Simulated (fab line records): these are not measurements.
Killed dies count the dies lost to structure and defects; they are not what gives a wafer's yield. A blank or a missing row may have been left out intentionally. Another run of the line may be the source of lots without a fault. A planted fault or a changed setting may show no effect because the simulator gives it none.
Split-lot trial | flow gf180mcu | 5 lots, 23 wafers read, on a route of 602 steps

## ABOUT THE SPLIT
At GF_HV_LDD_EXPOSE_28 (exposes mask Nplus HV AREA, target cd 400 nm), the setting dose-mj was moved away from the recipe's 140 on 11 of the 23 wafers read, by -3.6% to +6.4%. This setting was run at the recipe's value on the other wafers.

## THE PATH FROM SPLIT TO READING: the file shows 1 step between them
- GF_HV_LDD_DEVELOP_30: develop time 60 s (also split here: develop-time-s)

## THE READING
cd-nm at GF_HV_LDD_CD_MEAS_31, given in nm (cd target 400 nm). Fault-free wafers of this fab line usually give 399.4 nm, standard deviation 2.3 nm.

wafer  | tool, chamber at the split | dose-mj as run | against the recipe | cd-nm, nm | against lot-mates on the recipe
L074.1 | iline-stepper-02, 0        | 149            | +6.4%              | 417.2     | +21.3
L074.2 | iline-stepper-02, 0        | 149            | +6.4%              | 414.7     | +18.8
L074.3 | iline-stepper-02, 0        | 140            | recipe             | 392.2     | -
L074.4 | iline-stepper-02, 0        | 140            | recipe             | 396.0     | -
L074.5 | iline-stepper-02, 0        | 140            | recipe             | 399.4     | -
L076.1 | iline-stepper-02, 0        | 135            | -3.6%              | 383.5     | -13.8
L076.3 | iline-stepper-02, 0        | 135            | -3.6%              | 383.7     | -13.6
L076.4 | iline-stepper-02, 0        | 140            | recipe             | 400.3     | -
L076.5 | iline-stepper-02, 0        | 135            | -3.6%              | 391.4     | -5.9
L076.6 | iline-stepper-02, 0        | 140            | recipe             | 394.2     | -
L079.1 | iline-stepper-01, 0        | 140            | recipe             | 396.0     | -
L079.4 | iline-stepper-01, 0        | 140            | recipe             | 393.9     | -
L079.5 | iline-stepper-01, 0        | 140            | recipe             | 393.0     | -
L080.1 | iline-stepper-01, 0        | 136.5          | -2.5%              | 387.2     | -20.0
L080.2 | iline-stepper-01, 0        | 136.5          | -2.5%              | 390.9     | -16.3
L080.3 | iline-stepper-01, 0        | 140            | recipe             | 406.8     | -
L080.5 | iline-stepper-01, 0        | 140            | recipe             | 407.6     | -
L080.6 | iline-stepper-01, 0        | 136.5          | -2.5%              | 400.1     | -7.1
L083.2 | iline-stepper-02, 0        | 144.5          | +3.2%              | 410.8     | +11.6
L083.3 | iline-stepper-02, 0        | 140            | recipe             | 401.0     | -
L083.4 | iline-stepper-02, 0        | 144.5          | +3.2%              | 410.7     | +11.4
L083.5 | iline-stepper-02, 0        | 140            | recipe             | 397.5     | -
L083.6 | iline-stepper-02, 0        | 144.5          | +3.2%              | 411.2     | +11.9

FIT RESULTS
A straight line over all 23 wafers: cd-nm changes by +3.04 nm for each +1% of dose-mj; r = +0.88; the points scatter about the line by 4.7 nm.
The same after taking each lot's own level away (the mean of its wafers on the recipe; 23 wafers): +3.52 nm for each +1%; r = +0.94; scatter 3.7 nm.
On that fit, the largest move of dose-mj shifts the reading by 23 nm.
Measured against the standard deviation above, the lots' own levels, which go from 394.30 to 407.20 nm, span 5.6 times it.
In other words, the slope is changed by the lot-to-lot level; the two fits disagree.
Check: for one of the wafers moved furthest among these (+6.4%), held out of the fit, the line's prediction against its lot-mates is +22.1 nm. Against them it came out at +21.3 nm.

## THESE WAFERS: OTHER SPLITS
These wafers also went through other splits before the reading. Each is held against what the fit with the lots' levels taken away leaves over:
other split on the same wafers          | wafers away from the commonest value | r with cd-nm (lot level and that fit taken away)
GF_VT_IMPLANT_IMPLANT_08 dose-cm2       | 8                                    | +0.37
GF_VT_IMPLANT_COAT_24 resist-thk-nm     | 7                                    | +0.05
GF_VT_IMPLANT_DEVELOP_28 develop-time-s | 7                                    | -0.12
GF_POLY_GATE_OXIDATION_16 temp-c        | 18                                   | -0.21
GF_HV_LDD_EXPOSE_04 dose-mj             | 9                                    | +0.39
GF_HV_LDD_IMPLANT_09 dose-cm2           | 7                                    | +0.24
GF_HV_LDD_DEVELOP_30 develop-time-s     | 9                                    | +0.22

## FILE'S OWN FIT
cd-nm changes by +3.43 nm for each +1% of dose-mj, r = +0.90.
